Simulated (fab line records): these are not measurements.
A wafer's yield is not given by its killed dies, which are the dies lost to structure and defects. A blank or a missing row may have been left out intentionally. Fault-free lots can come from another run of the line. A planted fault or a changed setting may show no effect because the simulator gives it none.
Chamber matching -- flow sky130 -- SKY_CONTACT_ETCH_16 on rieDiel-04 has 3 sister chambers
The step etches BARC in N2/H2, stops on SiO2, time 45.9 s, target depth 60 nm. 22 wafers are shown with their chamber, then 8 later ones without.

## WAFERS WITH THEIR CHAMBER
wafer,chamber,drypumpMotorCurrentA (A),rfFwdPowerW (W),oesProductAu (a.u.)
L074.1,1,5.9,491.1,0.860
L074.3,0,5.5,496.6,0.848
L074.4,2,4.9,492.1,0.843
L075.4,0,5.5,495.7,0.849
L075.5,2,4.8,495.4,0.854
L075.6,1,5.9,496.3,0.856
L079.3,0,5.5,494.3,0.848
L079.4,2,4.9,493.5,0.840
L079.6,1,5.9,494.2,0.859
L080.1,2,4.9,495.3,0.856
L080.3,1,5.9,492.6,0.853
L080.6,2,4.9,492.9,0.849
L081.3,0,5.5,495.8,0.860
L081.4,2,4.9,494.7,0.855
L081.6,0,5.5,496.9,0.861
L087.3,1,5.9,494.0,0.854
L087.4,0,5.5,496.1,0.854
L087.6,0,5.5,494.1,0.855
L088.2,0,5.5,500.2,0.855
L088.4,1,5.9,493.5,0.852
L088.6,1,5.9,492.7,0.848
L090.3,0,5.5,497.0,0.847

SIGNATURES (averages over the wafers above)
reading,chamber 0,chamber 1,chamber 2,scatter within a chamber
drypumpMotorCurrentA,5.500,5.900,4.883,0.0209
rfFwdPowerW,496.300,493.486,493.983,1.63
oesProductAu,0.85300,0.85457,0.84950,0.0054
Rule: distance of a wafer from a chamber = root of the sum over the readings of ((wafer's reading minus chamber's mean) / reading's scatter) squared. The wafer belongs to the nearest chamber; if the next one is less than 2 further off, it can't be placed. The scatter is the square root of a quotient: the sum, over the shown wafers, of each reading's squared deviation from its chamber's mean, divided by wafers minus chambers.

## WAFERS WHOSE CHAMBER IS MISSING
wafer,drypumpMotorCurrentA (A),rfFwdPowerW (W),oesProductAu (a.u.)
L090.5,5.9,495.7,0.857
L090.6,5.5,497.5,0.842
L093.4,5.5,495.4,0.851
L093.6,5.9,493.0,0.850
L094.1,5.9,495.0,0.845
L097.2,5.5,495.7,0.854
L097.4,5.9,493.1,0.850
L097.5,4.9,493.8,0.858

## THE CHAMBER EACH PASSED THROUGH
wafer,from the rows above,in truth
L090.5,1,1
L090.6,0,0
L093.4,0,0
L093.6,1,1
L094.1,1,1
L097.2,0,0
L097.4,1,1
L097.5,2,2
Placed correctly: 8 of 8. Can't be placed from these rows: 0. Wrongly placed: 0.
